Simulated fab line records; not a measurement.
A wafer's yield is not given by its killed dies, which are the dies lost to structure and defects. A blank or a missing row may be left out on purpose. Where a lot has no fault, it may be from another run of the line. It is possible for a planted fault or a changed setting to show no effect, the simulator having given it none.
Which of the tools did it? :: flow sky130 :: 18 wafers from 6 lots sampled at 2 of the route's 708 steps

WHAT THE GAUGES READ, wafer by wafer
SKY_METAL5_THK_MEAS_06: measures by xrf.
lot: L261
measured: day 43 14:25
on: film metro-02
METAL5_ALCU_THK (nm): 1179 1151 1173

lot: L263
measured: day 44 05:00
on: film metro-02
METAL5_ALCU_THK (nm): 1156 1139 1158

lot: L266
measured: day 45 05:18
on: film metro-04
METAL5_ALCU_THK (nm): 1156 1148 1167

lot: L268
measured: day 45 10:00
on: film metro-04
METAL5_ALCU_THK (nm): 1144 1141 1149

lot: L270
measured: day 46 02:55
on: film metro-02
METAL5_ALCU_THK (nm): 1161 1155 1144

lot: L279
measured: day 48 04:20
on: film metro-02
METAL5_ALCU_THK (nm): 1169 1166 1166

TOOL THAT RAN EACH LOT (tool first, then ch and the chambers of the sampled wafers, then the start)
lot: L261
SKY_GATE_OXIDE_OXIDATION_16: furnace-02 ch 0, day 14 15:20

lot: L263
SKY_GATE_OXIDE_OXIDATION_16: furnace-02 ch 0, day 15 09:10

lot: L266
SKY_GATE_OXIDE_OXIDATION_16: furnace-01 ch 0, day 16 16:57

lot: L268
SKY_GATE_OXIDE_OXIDATION_16: furnace-01 ch 0, day 17 00:57

lot: L270
SKY_GATE_OXIDE_OXIDATION_16: furnace-02 ch 0, day 17 23:02

lot: L279
SKY_GATE_OXIDE_OXIDATION_16: furnace-02 ch 0, day 21 00:48
- SKY_GATE_OXIDE_OXIDATION_16: stabilise 600 s, purge 300 s, target thk 3.57 nm.

THE ANSWER, worked out from the rows above alone
Rule: usual is defined by the lots themselves. The widest of any qualifying gaps counts: lots, ordered by their means at a reading, are off when they make up no more than a third of the lots, leave a main group of 4 or more, and stand apart from it by 3 or more times the standard deviation of that group's means. A main group whose means are all the same, to the digits that the tables above print for the reading, isn't used. A lot without any number at a reading at which 4 lots or more have one is off too. All remaining lots with rows at the step are treated as sound.
None of the lots is off at any reading shown; this tells nothing.

WHAT THE SIMULATOR PUT IN
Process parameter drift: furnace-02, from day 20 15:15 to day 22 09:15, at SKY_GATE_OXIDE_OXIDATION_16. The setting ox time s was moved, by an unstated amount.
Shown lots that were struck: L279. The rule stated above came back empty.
